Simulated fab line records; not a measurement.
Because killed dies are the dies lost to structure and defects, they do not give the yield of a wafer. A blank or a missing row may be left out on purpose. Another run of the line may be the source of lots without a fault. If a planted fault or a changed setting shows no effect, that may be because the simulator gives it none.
fab line records	flow gf180mcu
record lots=7	wafers=21	last-day=33
route steps=602 shown M3@421 V3@429
lots that met no fault: taken from a fault-free run of the same line
start-h: start of the lot's first displayed wafer, in hours after the record's first day	wait-h: time in hours since the lot's previous step	" as in the row above	L1.1+2: several wafers, shown together as one row	- either no value or no given start	* or withheld: withheld	< > ~ a bound
route shown NAME@n: NAME is a module with steps in the file, n the number in the route of the first one	usual: mean/standard deviation taken from wafers without a fault	same: alike in all rows	chamber/n: place in a boat	sites: each site's reading	_std_site: standard deviation of those values	_edge_site: outer sites' mean less inner sites'	radius-mm: for every site, how far away it sits from the centre of the wafer	mask NAME#n: copy n	behind: the tool/chamber that last shaped the wafer	hold: the reason the lot was held/the length of the hold in hours/how it ended	device: names the non-switching transistor (n, p or np)	end of line: the tests these same wafers got at the end of their route	for a step that has no rows: nothing shown but its recipe	killed: dies that structure and defects cost at the first sort, which is not the same as the wafer's yield	map: a wafer's dies, x killed, . not, _ none there
set.NAME: setting as actually run; set.NAME@STEP: the setting as run at that earlier step	model.NAME: the simulator's own value behind a step, which no gauge read
lots at selected steps of the route; one table per step, one row per wafer
services: from which hour (start-h, from the record's first day; less than 0 if before it) a tool's chamber was out of use, for how many hours, and why
## steps
# step GF_M3_PEB_12
# recipe peb-temp-c=135	peb-time-s=90	resist=KrF
# step GF_M3_DEVELOP_13
# recipe develop-time-s=60	dev-temp-c=21
# step GF_M3_CD_MEAS_14
# recipe target-cd-nm=280
# usual cd-nm=279.7/1.4
lot.wafer	tool	chamber	start-h	wait-h	cd-nm
L923.1	cd-sem-02	-	531.10	0.1	277.6
L923.2	"	-	"	"	279.8
L923.3	"	-	"	"	278.4
L924.1	cd-sem-02	-	541.35	0.1	280.8
L924.3	"	-	"	"	280.1
L924.4	"	-	"	"	280.1
L925.1	cd-sem-02	-	550.05	0.1	278.1
L925.2	"	-	"	"	278.4
L925.5	"	-	"	"	279.3
L929.1	cd-sem-02	-	577.30	0.1	280.7
L929.2	"	-	"	"	280.6
L929.5	"	-	"	"	280.8
L932.2	cd-sem-02	-	602.47	0.1	281.8
L932.4	"	-	"	"	282.5
L932.5	"	-	"	"	280.5
L934.1	cd-sem-01	-	614.85	0.1	279.2
L934.2	"	-	"	"	279.3
L934.6	"	-	"	"	279.0
L937.1	cd-sem-02	-	635.74	0.1	279.9
L937.5	"	-	"	"	281.4
L937.6	"	-	"	"	280.0
# step GF_M3_OVL_MEAS_15
# usual M3_OVL=-3/5.2
lot.wafer	tool	chamber	start-h	wait-h	M3_OVL[nm]
L923.1	overlay-01	-	531.22	0.1	-9
L923.2	"	-	"	"	-2
L923.3	"	-	"	"	-7
L924.1	overlay-01	-	541.47	0.1	-12
L924.3	"	-	"	"	-8
L924.4	"	-	"	"	-11
L925.1	overlay-02	-	550.17	0.1	0
L925.2	"	-	"	"	-1
L925.5	"	-	"	"	-1
L929.1	overlay-02	-	577.42	0.1	3
L929.2	"	-	"	"	6
L929.5	"	-	"	"	4
L932.2	overlay-02	-	602.57	0.1	-4
L932.4	"	-	"	"	3
L932.5	"	-	"	"	1
L934.1	overlay-01	-	614.97	0.1	-6
L934.2	"	-	"	"	1
L934.6	"	-	"	"	-10
L937.1	overlay-01	-	635.86	0.1	-8
L937.5	"	-	"	"	1
L937.6	"	-	"	"	-1
# step GF_M3_METAL_ETCH_16
# recipe chemistry=Cl2/BCl3	mask-material=KrF	target-depth-nm=627.5	stop-on=SiO2	pressure-mtorr=8	icp-w=800	bias-w=140	Cl2_flow_sccm=80	bcl3-flow-sccm=40	time-s=104.6
# usual drypump-motor-current-A=5.6/0.6	oes-product-au=0.971/0.0072	throttle-valve-pct=28.252/0.012
lot.wafer	tool	chamber	start-h	wait-h	drypump-motor-current-A	oes-product-au	rf-hours-counter-h	throttle-valve-pct
L923.1	rie-metal-03	0	531.26	0.0	6.4	0.973	8	28.263
L923.2	"	1	"	"	4.8	0.966	9	28.243
L923.3	"	0	"	"	6.4	0.972	-	28.258
L924.1	rie-metal-03	0	541.50	0.0	6.4	0.961	9	28.249
L924.3	"	1	"	"	4.9	0.954	-	28.248
L924.4	"	0	"	"	6.4	0.972	-	28.252
L925.1	rie-metal-04	1	550.21	0.0	6.1	0.953	0	28.273
L925.2	"	0	"	"	5.5	0.966	2	28.262
L925.5	"	0	"	"	5.5	0.971	-	28.256
L929.1	rie-metal-03	0	577.46	0.0	6.4	0.991	10	28.225
L929.2	"	1	"	"	4.9	0.975	10	28.239
L929.5	"	1	"	"	4.9	0.969	-	28.274
L932.2	rie-metal-01	1	602.60	0.0	5.0	0.975	12	28.242
L932.4	"	0	"	"	5.6	0.971	-	28.251
L932.5	"	0	"	"	5.6	0.970	-	28.240
L934.1	rie-metal-03	1	615.00	0.0	4.8	0.966	11	28.260
L934.2	"	0	"	"	6.4	0.974	11	28.261
L934.6	"	0	"	"	6.4	0.964	-	28.247
L937.1	rie-metal-01	1	635.89	0.0	5.1	0.969	13	28.250
L937.5	"	1	"	"	5.1	0.972	-	28.257
L937.6	"	0	"	"	5.6	0.976	-	28.246
# step GF_M3_STRIP_17
# recipe chemistry=O2/N2	power-w=1400	pressure-mtorr=1500	platen-temp-c=250	o2-flow-sccm=3000	n2-flow-sccm=300	overash-fraction=0.5
# step GF_M3_STRIP_18
# recipe chemistry=post-etch-residue-remover	time-s=1200	temp-c=72.5
# step GF_M3_CLEAN_19
# recipe chemistry=DIW	dry=n2-spin
# step GF_V3_CVD_00
# recipe material=SiO2	target-thk-nm=600	sigma-open-frac=0.3	temp-c=400	time-s=100	sih4-flow-sccm=60	pressure-mtorr=6
# step GF_V3_THK_MEAS_01
# recipe reads=SiO2_of_V3_CVD_00
# usual V3_CVD_00_THK=599/7.6
lot.wafer	tool	chamber	start-h	wait-h	V3_CVD_00_THK[nm]
L923.1	film-metro-04	-	532.03	0.0	598
L923.2	"	-	"	"	594
L923.3	"	-	"	"	604
L924.1	film-metro-03	-	542.23	0.0	588
L924.3	"	-	"	"	592
L924.4	"	-	"	"	597
L925.1	film-metro-03	-	550.92	0.0	598
L925.2	"	-	"	"	602
L925.5	"	-	"	"	605
L929.1	film-metro-03	-	578.58	0.0	597
L929.2	"	-	"	"	608
L929.5	"	-	"	"	602
L932.2	film-metro-02	-	603.34	0.0	582
L932.4	"	-	"	"	587
L932.5	"	-	"	"	591
L934.1	film-metro-02	-	615.73	0.0	601
L934.2	"	-	"	"	608
L934.6	"	-	"	"	588
L937.1	film-metro-03	-	636.61	0.0	591
L937.5	"	-	"	"	582
L937.6	"	-	"	"	596
# step GF_V3_CVD_02
# recipe material=SiO2	target-thk-nm=850	precursor=TEOS	temp-c=400	time-s=94.851	rf-w=600
# step GF_V3_THK_MEAS_03
# recipe reads=SiO2_of_V3_CVD_02
# usual V3_CVD_02_THK=849/12
lot.wafer	tool	chamber	start-h	wait-h	V3_CVD_02_THK[nm]
L923.1	film-metro-03	-	532.19	0.1	837
L923.2	"	-	"	"	856
L923.3	"	-	"	"	851
L924.1	film-metro-02	-	542.39	0.1	820
L924.3	"	-	"	"	839
L924.4	"	-	"	"	839
L925.1	film-metro-02	-	551.05	0.0	837
L925.2	"	-	"	"	829
L925.5	"	-	"	"	861
L929.1	film-metro-02	-	578.71	0.0	856
L929.2	"	-	"	"	848
L929.5	"	-	"	"	861
L932.2	film-metro-04	-	603.47	0.0	851
L932.4	"	-	"	"	864
L932.5	"	-	"	"	859
L934.1	film-metro-04	-	615.86	0.0	845
L934.2	"	-	"	"	839
L934.6	"	-	"	"	852
L937.1	film-metro-04	-	636.74	0.0	840
L937.5	"	-	"	"	868
L937.6	"	-	"	"	862
# step GF_V3_CMP_04
# recipe material=SiO2	down-force-psi=4	platen-rpm=60	pad-velocity-m-s=0.94248
# usual edge-zone-pressure-frac=1.000/0.0054	head-pressure-psi=4.001/0.0088	motor-current-A=12.0/0.84	retaining-ring-pressure-frac=1.001/0.005	time-to-endpoint-s=83/6.4
lot.wafer	tool	chamber	start-h	wait-h	edge-zone-pressure-frac	head-pressure-psi	motor-current-A	retaining-ring-pressure-frac	time-to-endpoint-s	model.SiO2_of_V3_CVD_02.thk-nm
L923.3	cmp-01	2	532.25	0.0	-	-	-	-	-	851.6
L923.1	"	3	"	"	-	-	-	-	-	837.4
L923.2	"	1	"	"	-	-	-	-	-	855.2
L924.1	cmp-02	2	542.45	0.1	-	-	-	-	-	820.1
L924.3	"	3	"	"	-	-	-	-	-	838.7
L924.4	"	1	"	"	-	-	-	-	-	838.6
L925.1	cmp-02	2	551.11	0.1	-	-	-	-	-	837.2
L925.2	"	3	"	"	-	-	-	-	-	829.6
L925.5	"	2	"	"	-	-	-	-	-	860.6
L929.2	cmp-02	3	578.77	0.0	0.998	4.013	12.8	0.999	78	631.6
L929.1	"	2	"	"	0.995	3.987	10.8	1.003	86	633
L929.5	"	0	"	"	0.994	3.999	12.6	1.003	88	632.9
L932.2	cmp-02	3	603.57	0.1	1.001	4.008	12.8	1.000	77	632.6
L932.4	"	1	"	"	1.006	3.999	13.2	1.006	84	634.1
L932.5	"	2	"	"	1.003	4.001	11.6	1.000	88	634.9
L934.2	cmp-02	3	615.97	0.1	1.006	4.019	12.5	1.008	78	632.4
L934.1	"	1	"	"	1.000	4.008	12.9	1.001	82	632.3
L934.6	"	3	"	"	0.997	3.994	12.8	0.996	80	632.5
L937.1	cmp-01	1	636.95	0.2	0.999	3.990	12.9	1.003	80	633.9
L937.5	"	2	"	"	1.000	4.004	11.6	1.000	89	632.8
L937.6	"	3	"	"	1.003	4.004	10.8	1.000	75	629.7
# step GF_V3_BOW_MEAS_05
# recipe mode=bow
# usual V3_BOW=114/8.4
lot.wafer	tool	chamber	start-h	wait-h	V3_BOW[um]
L923.1	film-metro-03	-	532.55	0.2	133
L923.2	"	-	"	"	123
L923.3	"	-	"	"	103
L924.1	film-metro-03	-	542.75	0.2	119
L924.3	"	-	"	"	124
L924.4	"	-	"	"	121
L925.1	film-metro-04	-	551.41	0.2	110
L925.2	"	-	"	"	114
L925.5	"	-	"	"	107
L929.1	film-metro-04	-	579.07	0.1	115
L929.2	"	-	"	"	112
L929.5	"	-	"	"	111
L932.2	film-metro-04	-	603.84	0.2	102
L932.4	"	-	"	"	114
L932.5	"	-	"	"	108
L934.1	film-metro-02	-	616.22	0.1	122
L934.2	"	-	"	"	122
L934.6	"	-	"	"	119
L937.1	film-metro-02	-	637.10	0.1	110
L937.5	"	-	"	"	114
L937.6	"	-	"	"	113
# step GF_V3_DEHYDRATE_06
# recipe temp-c=200	time-s=60
# step GF_V3_HMDS_07
# recipe prime-time-s=60	prime-temp-c=120
# step GF_V3_COAT_08
# recipe resist=BARC	temp-c=withheld	time-s=withheld	spin-rpm=withheld	resist-thk-nm=withheld
# step GF_V3_COAT_09
# recipe resist=KrF	spin-rpm=withheld	resist-thk-nm=1000
# step GF_V3_SOFTBAKE_10
# recipe temp-c=130	time-s=60	resist=KrF
# step GF_V3_EXPOSE_11
# recipe mask-id=Via3	target-cd-nm=260	na=0.68	source-shape=conventional	sigma-outer=0.6	dose-mj=38
# step GF_V3_PEB_12
# recipe peb-temp-c=135	peb-time-s=90	resist=KrF
# step GF_V3_DEVELOP_13
# recipe develop-time-s=60	resist=KrF	dev-temp-c=21
# step GF_V3_CD_MEAS_14
# recipe target-cd-nm=260
# usual cd-nm=259.8/1.2
lot.wafer	tool	chamber	start-h	wait-h	cd-nm
L923.1	cd-sem-01	-	555.05	0.1	261.3
L923.2	"	-	"	"	260.9
L923.3	"	-	"	"	259.5
L924.1	cd-sem-02	-	565.00	0.1	261.4
L924.3	"	-	"	"	260.5
L924.4	"	-	"	"	260.4
L925.1	cd-sem-01	-	573.48	0.1	259.6
L925.2	"	-	"	"	260.2
L925.5	"	-	"	"	259.2
L929.1	cd-sem-01	-	600.55	0.1	261.0
L929.2	"	-	"	"	260.5
L929.5	"	-	"	"	260.2
L932.2	cd-sem-01	-	624.77	0.1	261.0
L932.4	"	-	"	"	261.0
L932.5	"	-	"	"	261.6
L934.1	cd-sem-02	-	636.10	0.1	259.9
L934.2	"	-	"	"	258.1
L934.6	"	-	"	"	259.6
L937.1	cd-sem-01	-	656.75	0.3	259.6
L937.5	"	-	"	"	260.3
L937.6	"	-	"	"	259.4
# step GF_V3_OVL_MEAS_15
# usual V3_OVL=4/5.1
lot.wafer	tool	chamber	start-h	wait-h	V3_OVL[nm]
L923.1	overlay-01	-	555.17	0.1	2
L923.2	"	-	"	"	-7
L923.3	"	-	"	"	1
L924.1	overlay-01	-	565.12	0.1	-1
L924.3	"	-	"	"	-3
L924.4	"	-	"	"	-3
L925.1	overlay-01	-	573.60	0.1	-4
L925.2	"	-	"	"	1
L925.5	"	-	"	"	0
L929.1	overlay-02	-	600.67	0.1	3
L929.2	"	-	"	"	1
L929.5	"	-	"	"	0
L932.2	overlay-02	-	624.87	0.1	8
L932.4	"	-	"	"	4
L932.5	"	-	"	"	5
L934.1	overlay-01	-	636.22	0.1	3
L934.2	"	-	"	"	2
L934.6	"	-	"	"	3
L937.1	overlay-02	-	656.87	0.1	5
L937.5	"	-	"	"	5
L937.6	"	-	"	"	7
# step GF_V3_ETCH_16
# recipe chemistry=N2/H2	target-depth-a=withheld	overetch-a=withheld	time-s=withheld	target=BARC	ion-energy-ev=200	source-w=500	bias-w=100	pressure-mtorr=30	n2-flow-sccm=100	h2-flow-sccm=200
# step GF_V3_ETCH_17
# recipe chemistry=C4F8/O2/Ar	mask-material=KrF	target=SiO2	stop-on=TiN	source-w=1500	bias-w=1200	pressure-mtorr=40	c4f8-flow-sccm=withheld	O2_flow_sccm=6	Ar_flow_sccm=300	time-s=withheld	target-depth-a=6350
# usual oes-product-au=0.856/0.0049
lot.wafer	tool	chamber	start-h	wait-h	oes-product-au	model.etch.depth-nm	model.V3.feature-depth-nm
L923.1	rie-diel-04	3	-	-	1.614	821.3	821.3
L923.2	"	1	"	"	1.616	813.2	813.2
L923.3	"	2	"	"	1.616	822.2	822.2
L924.1	rie-diel-04	0	-	-	1.616	820.1	820.1
L924.3	"	1	"	"	1.616	819.3	819.3
L924.4	"	3	"	"	1.604	824.1	824.1
L925.1	rie-diel-04	1	-	-	1.618	820.9	820.9
L925.2	"	2	"	"	1.607	823.4	823.4
L925.5	"	3	"	"	1.630	829.8	829.8
L929.1	rie-diel-04	1	-	-	0.863	633	633
L929.2	"	2	"	"	0.858	631.6	631.6
L929.5	"	0	"	"	0.853	632.9	632.9
L932.2	rie-diel-04	2	-	-	0.860	632.6	632.6
L932.4	"	3	"	"	0.864	634.1	634.1
L932.5	"	2	"	"	0.849	634.9	634.9
L934.1	rie-diel-03	1	-	-	0.854	632.3	632.3
L934.2	"	2	"	"	0.859	632.4	632.4
L934.6	"	3	"	"	0.866	632.5	632.5
L937.1	rie-diel-02	0	-	-	0.857	633.9	633.9
L937.5	"	0	"	"	0.854	632.8	632.8
L937.6	"	1	"	"	0.847	629.7	629.7
# step GF_V3_STRIP_18
# recipe chemistry=O2/N2	power-w=1400	pressure-mtorr=1500	platen-temp-c=250	o2-flow-sccm=3000	n2-flow-sccm=300	overash-fraction=0.5
# usual drypump-motor-current-A=5.7/0.38	heater-power-w=373/40	oes-product-au=0.592/0.0052
lot.wafer	tool	chamber	start-h	wait-h	drypump-motor-current-A	heater-power-w	oes-product-au	rf-hours-counter-h
L923.1	plasma-asher-01	1	555.33	-	5.7	382	0.599	90
L923.2	"	0	"	"	5.3	316	0.600	90
L923.3	"	1	"	"	5.7	389	0.593	-
L924.1	plasma-asher-01	1	565.28	-	5.7	383	0.591	91
L924.3	"	0	"	"	5.3	309	0.595	-
L924.4	"	1	"	"	5.7	392	0.594	-
L925.1	plasma-asher-04	0	573.76	-	5.7	395	0.585	78
L925.2	"	1	"	"	5.6	420	0.597	78
L925.5	"	1	"	"	5.6	424	0.592	-
L929.1	plasma-asher-01	0	600.83	-	5.3	308	0.592	94
L929.2	"	1	"	"	5.7	384	0.588	94
L929.5	"	1	"	"	5.7	392	0.592	-
L932.2	plasma-asher-04	1	625.03	-	5.6	423	0.602	84
L932.4	"	1	"	"	5.6	416	0.603	-
L932.5	"	1	"	"	5.6	426	0.591	-
L934.1	plasma-asher-02	1	636.38	-	5.7	331	0.595	54
L934.2	"	0	"	"	6.8	340	0.588	54
L934.6	"	0	"	"	6.9	340	0.592	-
L937.1	plasma-asher-01	1	657.03	-	5.7	386	0.591	99
L937.5	"	0	"	"	5.3	311	0.591	-
L937.6	"	1	"	"	5.7	388	0.592	-
# step GF_V3_STRIP_19
# recipe chemistry=post-etch-residue-remover	time-s=1200	temp-c=72.5
# step GF_V3_CLEAN_20
# recipe chemistry=DIW	dry=n2-spin
# step GF_V3_SPUTTER_21
# recipe material=Ti	target-thk-nm=15	chamber-pressure-pa=5	power-w=2500	substrate-temp-c=200	time-s=80.02
# usual throttle-valve-pct=30.1/0.85
lot.wafer	tool	chamber	start-h	wait-h	throttle-valve-pct
L923.1	pvd-sputter-03	-	555.86	0.0	30.1
L923.2	"	-	"	"	29.3
L923.3	"	-	"	"	28.7
L924.1	pvd-sputter-02	-	565.81	0.0	30.9
L924.3	"	-	"	"	30.8
L924.4	"	-	"	"	30.3
L925.1	pvd-sputter-03	-	574.30	0.0	28.6
L925.2	"	-	"	"	29.1
L925.5	"	-	"	"	29.9
L929.1	pvd-sputter-02	-	601.37	0.0	30.4
L929.2	"	-	"	"	30.5
L929.5	"	-	"	"	30.7
L932.2	pvd-sputter-03	-	625.58	0.0	30.3
L932.4	"	-	"	"	30.1
L932.5	"	-	"	"	29.9
L934.1	pvd-sputter-02	-	636.97	0.0	30.8
L934.2	"	-	"	"	30.5
L934.6	"	-	"	"	31.1
L937.1	pvd-sputter-02	-	657.57	0.0	30.6
L937.5	"	-	"	"	31.0
L937.6	"	-	"	"	31.2
# step GF_V3_SPUTTER_22
# recipe material=TiN	target-thk-nm=10	chamber-pressure-pa=5	power-w=4000	time-s=40
# usual throttle-valve-pct=30.1/0.86
lot.wafer	tool	chamber	start-h	wait-h	throttle-valve-pct
L923.1	pvd-sputter-03	-	555.93	0.0	29.9
L923.2	"	-	"	"	28.9
L923.3	"	-	"	"	28.8
L924.1	pvd-sputter-02	-	565.88	0.0	31.0
L924.3	"	-	"	"	30.5
L924.4	"	-	"	"	30.6
L925.1	pvd-sputter-03	-	574.36	0.0	28.3
L925.2	"	-	"	"	29.2
L925.5	"	-	"	"	30.0
L929.1	pvd-sputter-02	-	601.43	0.0	30.6
L929.2	"	-	"	"	30.7
L929.5	"	-	"	"	30.8
L932.2	pvd-sputter-03	-	625.64	0.0	30.4
L932.4	"	-	"	"	30.3
L932.5	"	-	"	"	29.9
L934.1	pvd-sputter-02	-	637.03	0.0	30.9
L934.2	"	-	"	"	30.4
L934.6	"	-	"	"	31.1
L937.1	pvd-sputter-02	-	657.63	0.0	30.5
L937.5	"	-	"	"	30.9
L937.6	"	-	"	"	31.3
# step GF_V3_CVD_23
# recipe material=W	target-thk-nm=350	time-s=104.9	temp-c=400	pressure-torr=40
# usual chamber-pressure-Torr=40.00/0.084	heater-power-w=960/120
lot.wafer	tool	chamber	start-h	wait-h	chamber-pressure-Torr	heater-power-w
L923.1	cvd-w-02	0	555.96	0.0	40.03	999
L923.2	"	1	"	"	39.92	725
L923.3	"	1	"	"	39.95	757
L924.1	cvd-w-01	1	565.91	0.0	40.10	1016
L924.3	"	1	"	"	39.83	1058
L924.4	"	0	"	"	39.96	997
L925.1	cvd-w-01	1	574.40	0.0	39.92	1045
L925.2	"	0	"	"	40.10	1022
L925.5	"	0	"	"	40.06	1013
L929.1	cvd-w-01	0	601.47	0.0	39.93	1027
L929.2	"	1	"	"	40.03	1048
L929.5	"	0	"	"	40.06	1014
L932.2	cvd-w-01	1	625.68	0.0	40.00	1048
L932.4	"	1	"	"	39.91	1068
L932.5	"	0	"	"	39.96	1007
L934.1	cvd-w-01	0	637.07	0.0	40.10	1030
L934.2	"	1	"	"	40.08	1018
L934.6	"	0	"	"	40.07	1033
L937.1	cvd-w-01	0	657.67	0.0	39.90	1072
L937.5	"	0	"	"	39.87	1012
L937.6	"	1	"	"	40.21	1035
# step GF_V3_CMP_26
# recipe stop-on=SiO2	down-force-psi=3.5	platen-rpm=60	t-overpolish-s=15	target-thk-nm=0	pad-velocity-m-s=0.94248
# usual edge-zone-pressure-frac=1.000/0.0043	head-pressure-psi=3.500/0.0079	motor-current-A=11.0/0.81	retaining-ring-pressure-frac=1.000/0.0049
lot.wafer	tool	chamber	start-h	wait-h	edge-zone-pressure-frac	head-pressure-psi	motor-current-A	retaining-ring-pressure-frac	model.SiO2_of_V3_CVD_02.thk-nm
L923.3	cmp-01	3	556.26	0.0	0.999	3.508	9.4	0.999	847.8
L923.2	"	1	"	"	1.000	3.496	11.5	1.000	851.4
L923.1	"	2	"	"	1.004	3.505	11.0	0.993	833.7
L924.3	cmp-02	0	566.21	0.0	0.989	3.490	11.8	0.997	834.9
L924.1	"	1	"	"	1.004	3.496	11.9	1.006	816.3
L924.4	"	3	"	"	0.997	3.490	11.6	0.993	834.8
L925.1	cmp-01	0	574.93	0.3	1.006	3.512	10.2	1.001	833.5
L925.2	"	1	"	"	1.008	3.497	11.2	1.006	825.8
L925.5	"	0	"	"	0.997	3.501	9.9	1.001	856.8
L929.1	cmp-02	1	601.81	0.1	0.993	3.490	11.5	0.996	629.2
L929.2	"	2	"	"	1.005	3.493	10.0	0.995	627.8
L929.5	"	1	"	"	1.002	3.494	11.4	1.004	629.2
L932.4	cmp-01	2	626.07	0.1	1.007	3.490	11.3	0.996	630.3
L932.2	"	3	"	"	1.002	3.496	10.1	1.006	628.8
L932.5	"	0	"	"	1.008	3.497	9.5	0.998	631.1
L934.2	cmp-02	1	637.36	0.0	1.001	3.496	11.8	0.997	628.7
L934.1	"	2	"	"	0.996	3.484	10.1	1.004	628.5
L934.6	"	2	"	"	1.002	3.504	10.1	1.002	628.7
L937.1	cmp-02	3	658.01	0.1	0.998	3.501	12.0	1.001	630.1
L937.5	"	2	"	"	1.000	3.498	10.0	0.995	629
L937.6	"	3	"	"	1.002	3.500	12.5	0.995	625.9
## services
tool	chamber	start-h	hours	kind
rie-diel-04	1	507.56	2.7	repair
cmp-02	-	515.05	6.5	pm
plasma-asher-04	-	523.81	1.6	repair
pvd-sputter-03	-	532.68	7.4	repair
plasma-asher-02	-	533.53	1.3	repair
rie-metal-04	-	535.59	14.6	pm
cvd-w-01	-	553.98	6.0	pm
plasma-asher-01	-	554.15	0.3	repair
cmp-01	-	565.87	0.8	repair
plasma-asher-01	-	567.14	6.0	repair
cmp-02	-	568.52	2.3	repair
cvd-w-01	-	570.11	0.5	repair
cmp-02	-	572.09	4.0	pm
cmp-01	-	580.87	0.7	repair
plasma-asher-04	-	612.18	0.4	repair
cmp-01	-	626.56	3.6	repair
cmp-01	-	628.53	0.7	repair
plasma-asher-01	-	637.01	7.1	repair
rie-diel-04	0	640.25	2.0	repair
cmp-01	-	643.30	1.0	repair
rie-diel-04	1	646.38	27.7	repair
plasma-asher-01	-	648.33	2.8	pm
rie-diel-04	-	650.64	2.8	pm
rie-diel-04	0	656.12	3.9	repair
## key
first-sign step=GF_V3_CMP_04	reading=tool-record	direction=missing
effect step=GF_V3_ETCH_17	reading=oes-product-au	direction=up	sigmas=99+	usual=0.856	struck=1.615
model-effect step=GF_V3_CMP_04	value=SiO2_of_V3_CVD_02.thk-nm	without=633.2	struck=841
model-effect step=GF_V3_ETCH_17	value=etch.depth-nm	without=633.2	struck=821.6
model-effect step=GF_V3_CMP_26	value=SiO2_of_V3_CVD_02.thk-nm	without=629.5	struck=837.2
met-at GF_V3_CMP_04
struck-wafers L923.1,L923.2,L923.3,L924.1,L924.3,L924.4,L925.1,L925.2,L925.5
later-rows-left-out L923.1,L923.2,L923.3,L924.1,L924.3,L924.4,L925.1,L925.2,L925.5
sort-left-out L923.1,L923.2,L923.3,L924.1,L924.3,L924.4,L925.1,L925.2,L925.5
fault kind=skipped-step-whole	tool=cmp-01,cmp-02	chamber=-	onset-h=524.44	steps=GF_V3_CMP_04	scope=struck-lots-only
# sort-left-out: the simulated sort isn't trusted on such a fault, so these wafers' sort isn't shown, and their yield isn't known
# later-rows-left-out: the simulator's readings of these wafers behind a module that went badly wrong aren't trusted and aren't shown, but for the sort
